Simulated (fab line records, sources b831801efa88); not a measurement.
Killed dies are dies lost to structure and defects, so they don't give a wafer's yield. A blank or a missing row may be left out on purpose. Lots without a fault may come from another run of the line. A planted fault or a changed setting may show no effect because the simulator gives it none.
Tool commonality check | flow sky130 | 12 lots, 36 wafers sampled

WHY IT WAS OPENED
At SKY_PAD_OPEN_BOW_MEAS_13 the reading PAD_OPEN_BOW is flagged on 2 of 12 lots. Wafers without a fault read 49 um, standard deviation 7.7.
Rule: a lot is flagged when every wafer of it that has a number lies more than 4 standard deviations from that mean, or none has a number. The other lots count as sound.

lot  | measured     | on            | PAD_OPEN_BOW (um), wafer by wafer | flag
L270 | day 45 17:24 | film_metro-03 | 54 40 54                          |
L272 | day 46 14:14 | film_metro-01 | 48 46 44                          |
L273 | day 46 15:26 | film_metro-04 | 44 59 55                          |
L276 | day 47 19:24 | film_metro-03 | 104 116 113                       | FLAGGED
L278 | day 48 01:47 | film_metro-01 | 103 95 105                        | FLAGGED
L280 | day 48 09:43 | film_metro-01 | 41 40 56                          |
L282 | day 49 02:03 | film_metro-03 | 42 53 59                          |
L285 | day 49 15:31 | film_metro-04 | 53 59 45                          |
L287 | day 49 23:41 | film_metro-01 | 58 55 30                          |
L290 | day 50 11:14 | film_metro-04 | 46 46 45                          |
L291 | day 51 05:25 | film_metro-03 | 56 51 36                          |
L292 | day 51 07:53 | film_metro-03 | 35 52 41                          |
The numbers of the flagged lots are 106 um on average: +57 um against the usual, or +7 standard deviations.

WHICH TOOL RAN EACH LOT
The record holds 2 process steps before the reading, out of a route of 708 steps. In each cell: the tool, then ch and the chambers that the sampled wafers went through, then the start.
lot  | flag    | SKY_METAL4_SPUTTER_00        | SKY_PAD_OPEN_ANNEAL_12
L270 |         | pvd_sputter-04, day 39 17:34 | furnace-01 ch 0, day 45 15:50
L272 |         | pvd_sputter-03, day 40 17:55 | furnace-01 ch 0, day 46 12:44
L273 |         | pvd_sputter-03, day 40 19:32 | furnace-02 ch 0, day 46 13:55
L276 | FLAGGED | pvd_sputter-01, day 42 00:26 | furnace-02, day 47 17:52
L278 | FLAGGED | pvd_sputter-01, day 42 13:14 | furnace-01, day 48 00:17
L280 |         | pvd_sputter-03, day 42 22:22 | furnace-02 ch 0, day 48 08:13
L282 |         | pvd_sputter-01, day 43 16:54 | furnace-02 ch 0, day 49 00:31
L285 |         | pvd_sputter-03, day 44 10:41 | furnace-01 ch 0, day 49 13:58
L287 |         | pvd_sputter-03, day 44 21:01 | furnace-01 ch 0, day 49 22:11
L290 |         | pvd_sputter-04, day 45 12:22 | furnace-02 ch 0, day 50 09:43
L291 |         | pvd_sputter-03, day 46 13:37 | furnace-01 ch 0, day 51 03:55
L292 |         | pvd_sputter-04, day 46 15:19 | furnace-01 ch 0, day 51 06:22
What these steps do:
- SKY_METAL4_SPUTTER_00: material Ti, target thk 15 nm, time 10 s.
- SKY_PAD_OPEN_ANNEAL_12
- SKY_PAD_OPEN_BOW_MEAS_13

FLAGGED OVER TOTAL, TOOL BY TOOL (the gauges that took the reading come last)
step                     | tool           | lots run | flagged | share of the flagged lots | sound lots run after its first flagged lot
SKY_METAL4_SPUTTER_00    | pvd_sputter-01 | 3        | 2       | all                       | 1 (L282)
SKY_METAL4_SPUTTER_00    | pvd_sputter-03 | 6        | 0       | none                      | -
SKY_METAL4_SPUTTER_00    | pvd_sputter-04 | 3        | 0       | none                      | -
SKY_PAD_OPEN_ANNEAL_12   | furnace-01     | 7        | 1       | some                      | 4 (L285,L287,L291,L292)
SKY_PAD_OPEN_ANNEAL_12   | furnace-02     | 5        | 1       | some                      | 3 (L280,L282,L290)
SKY_PAD_OPEN_BOW_MEAS_13 | film_metro-01  | 4        | 1       | some                      | 2 (L280,L287)
SKY_PAD_OPEN_BOW_MEAS_13 | film_metro-03  | 5        | 1       | some                      | 3 (L282,L291,L292)
SKY_PAD_OPEN_BOW_MEAS_13 | film_metro-04  | 3        | 0       | none                      | -

WHAT THE TABLE ALLOWS
1 row of the table ran every flagged lot: pvd_sputter-01 at SKY_METAL4_SPUTTER_00.
- pvd_sputter-01 at SKY_METAL4_SPUTTER_00: 2 of its 3 lots flagged. Sound lots ran on it after the first flagged one (L282), which a lasting fault on the whole tool wouldn't allow.
No row of the table ran every flagged lot and no sound lot after the first.

WHAT THE SIMULATOR HAD PUT IN
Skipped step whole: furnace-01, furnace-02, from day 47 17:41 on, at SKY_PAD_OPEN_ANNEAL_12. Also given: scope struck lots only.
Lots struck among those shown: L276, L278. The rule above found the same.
